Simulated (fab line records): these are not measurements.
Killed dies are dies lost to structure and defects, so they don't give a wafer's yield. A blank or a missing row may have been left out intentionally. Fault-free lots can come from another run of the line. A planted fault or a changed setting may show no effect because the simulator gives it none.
What tool caused it? | flow sfq_line | route of 325 steps, sampled at 1 step: 7 lots, 20 wafers

## WHAT THE GAUGES SHOWED, per wafer
SFQ_I0_OVL_MEAS_908.
lot  | measured     | on         | I0_OVL (nm)
L410 | day 16 20:01 | overlay-01 | -1 -8 0
L412 | day 18 05:37 | overlay-02 | -3 -10 -10
L416 | day 19 20:28 | overlay-01 | -5 -2 -9
L418 | day 20 14:35 | overlay-02 | -2 -2 -4
L420 | day 21 06:11 | overlay-02 | -8 3 -1
L422 | day 21 19:30 | overlay-01 | 5 1 -4
L424 | day 22 23:06 | overlay-01 | -9 -8

## WHAT TOOL EACH LOT RAN ON (gives the tool, then ch and the chambers of the sampled wafers, and finally the start)
There is no process step in the record ahead of these readings.

## THE ANSWER, worked out from the rows above alone
Rule: the lots themselves supply what counts as usual. Put in order of their means at a reading, lots are off if they are a third of the lots or fewer, leave a main group of 4 or more, and stand apart from it by a gap of 3 or more times the standard deviation of the main group's means; of several such gaps the widest counts. Not used: any main group whose means are identical at the precision the tables above print for the reading. A lot without any number at a reading at which 4 lots or more have one is off too. The other lots that the step has rows for count as sound.
Across all readings shown, no lot is off: no conclusion can be drawn from this.

## WHAT THE SIMULATOR PUT IN
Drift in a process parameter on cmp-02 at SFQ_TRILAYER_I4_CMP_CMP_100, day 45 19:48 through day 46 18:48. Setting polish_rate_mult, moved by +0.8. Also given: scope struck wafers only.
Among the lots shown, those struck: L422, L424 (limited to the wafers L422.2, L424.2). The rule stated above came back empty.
